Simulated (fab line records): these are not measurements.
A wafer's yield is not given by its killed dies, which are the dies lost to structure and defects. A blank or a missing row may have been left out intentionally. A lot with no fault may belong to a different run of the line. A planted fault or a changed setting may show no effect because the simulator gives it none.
Which of the tools did it? + flow sfq_line + at 1 step of a route of 325, 14 lots with 42 wafers sampled

== WHAT THE GAUGES SHOWED, per wafer ==
No reading from a measuring or inspecting step in the record can be judged against a usual standard deviation.

== WHICH TOOL RAN EACH LOT (tool, then ch and the chambers of the sampled wafers, then the start) ==
| lot  | SFQ_TRILAYER_I2_VIA_BARC_OPEN_VIA_ETCH_096 |
|------|--------------------------------------------|
| L866 | rie_diel-01 ch 2,3, day 24 11:32           |
| L867 | rie_diel-01 ch 0,2,3, day 25 01:20         |
| L868 | rie_diel-02 ch 1,2,3, day 25 08:32         |
| L869 | rie_diel-03 ch 0,1, day 26 07:20           |
| L870 | rie_diel-01 ch 1,2, day 26 14:32           |
| L871 | rie_diel-03 ch 1,3, day 27 00:08           |
| L872 | rie_diel-02 ch 1,2, day 27 08:32           |
| L873 | rie_diel-01 ch 1,2,3, day 27 20:32         |
| L874 | rie_diel-03 ch 0,1,3, day 28 08:06         |
| L875 | rie_diel-02 ch 1,2, day 28 17:42           |
| L878 | rie_diel-02 ch 1,2,3, day 29 10:18         |
| L879 | rie_diel-01 ch 0,1,3, day 29 18:48         |
| L880 | rie_diel-01 ch 0,3, day 30 13:58           |
| L881 | rie_diel-01 ch 0,1,2, day 31 01:31         |
- SFQ_TRILAYER_I2_VIA_BARC_OPEN_VIA_ETCH_096: etches BARC in O2, target depth 125 nm, time 41.7 s.

== WHAT THE TOOLS THEMSELVES READ (means of the sampled wafers that have a number; where no wafer has one, the mark that the record gives instead) ==
SFQ_TRILAYER_I2_VIA_BARC_OPEN_VIA_ETCH_096.
| lot  | tool        | chamber_pressure_mTorr (mTorr) | drypump_motor_current_A (A) | oes_product_au (a.u.) | rf_fwd_power_W (W) | run_length_s (s) |
|------|-------------|--------------------------------|-----------------------------|-----------------------|--------------------|------------------|
| L866 | rie_diel-01 | 30.001                         | 6.2                         | 0.680                 | 493.8              | 69.7             |
| L867 | rie_diel-01 | 30.005                         | 5.7                         | 0.684                 | 492.9              | 70.2             |
| L868 | rie_diel-02 | 30.014                         | 6.0                         | 0.684                 | 494.3              | 69.8             |
| L869 | rie_diel-03 | 29.959                         | 6.3                         | 0.688                 | 494.2              | 70.2             |
| L870 | rie_diel-01 | 30.017                         | 6.1                         | 0.686                 | 493.6              | 69.6             |
| L871 | rie_diel-03 | 30.017                         | 5.4                         | 0.680                 | 492.1              | 70.4             |
| L872 | rie_diel-02 | 29.990                         | 5.7                         | 0.680                 | 494.2              | 70.0             |
| L873 | rie_diel-01 | 30.000                         | 6.1                         | 0.688                 | 494.6              | 69.7             |
| L874 | rie_diel-03 | 30.011                         | 5.8                         | 0.687                 | 491.9              | 69.9             |
| L875 | rie_diel-02 | 30.004                         | 5.7                         | 0.684                 | 494.9              | 70.0             |
| L878 | rie_diel-02 | 30.010                         | 6.0                         | 0.688                 | 494.7              | 69.9             |
| L879 | rie_diel-01 | 30.008                         | 5.6                         | 0.688                 | 492.6              | 69.9             |
| L880 | rie_diel-01 | 29.969                         | 5.2                         | 0.664                 | 494.4              | 74.3             |
| L881 | rie_diel-01 | 29.991                         | 5.7                         | 0.661                 | 493.5              | 74.0             |

== THE ANSWER, worked out from the rows above alone ==
Rule: the usual values come from the lots themselves. The widest of any qualifying gaps counts: lots, ordered by their means at a reading, are off when they make up no more than a third of the lots, leave a main group of 4 or more, and stand apart from it by 3 or more times the standard deviation of that group's means. Not used: any main group whose means are identical at the precision the tables above print for the reading. Also off: a lot with no number at a reading for which 4 or more lots have one. All remaining lots with rows at the step are treated as sound. After the gauges, taken in route order, come the tools' own readings; for these a lot's mean is taken, as printed above. At the first step where some lot is off, the reading lying furthest off is the one used; lots without a number count as furthest.
Off at SFQ_TRILAYER_I2_VIA_BARC_OPEN_VIA_ETCH_096 (run_length_s): L880, L881. For the main group the mean is 69.9 s and the standard deviation 0.23.
If a tool, at that step or one of the process steps before it, ran each lot that is off and ran no sound lot following the first of them, it fits. One fits: rie_diel-01 at SFQ_TRILAYER_I2_VIA_BARC_OPEN_VIA_ETCH_096. A fault onset in the window from L879 (day 29 18:48, its last sound lot) to L880 (day 30 13:58, its first lot off) fits.
The tool's own readings at SFQ_TRILAYER_I2_VIA_BARC_OPEN_VIA_ETCH_096 bear it out: on the lots that are off they differ by more than 5 times the standard deviation of the sound lots' means. oes_product_au reads 0.663 a.u. there against 0.685 a.u. on the sound lots; run_length_s reads 74.2 s there against 69.9 s on the sound lots.

== WHAT HAD BEEN PUT IN BY THE SIMULATOR ==
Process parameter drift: rie_diel-01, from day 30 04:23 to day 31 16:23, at SFQ_TRILAYER_I2_VIA_BARC_OPEN_VIA_ETCH_096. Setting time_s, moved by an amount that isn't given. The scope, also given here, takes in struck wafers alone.
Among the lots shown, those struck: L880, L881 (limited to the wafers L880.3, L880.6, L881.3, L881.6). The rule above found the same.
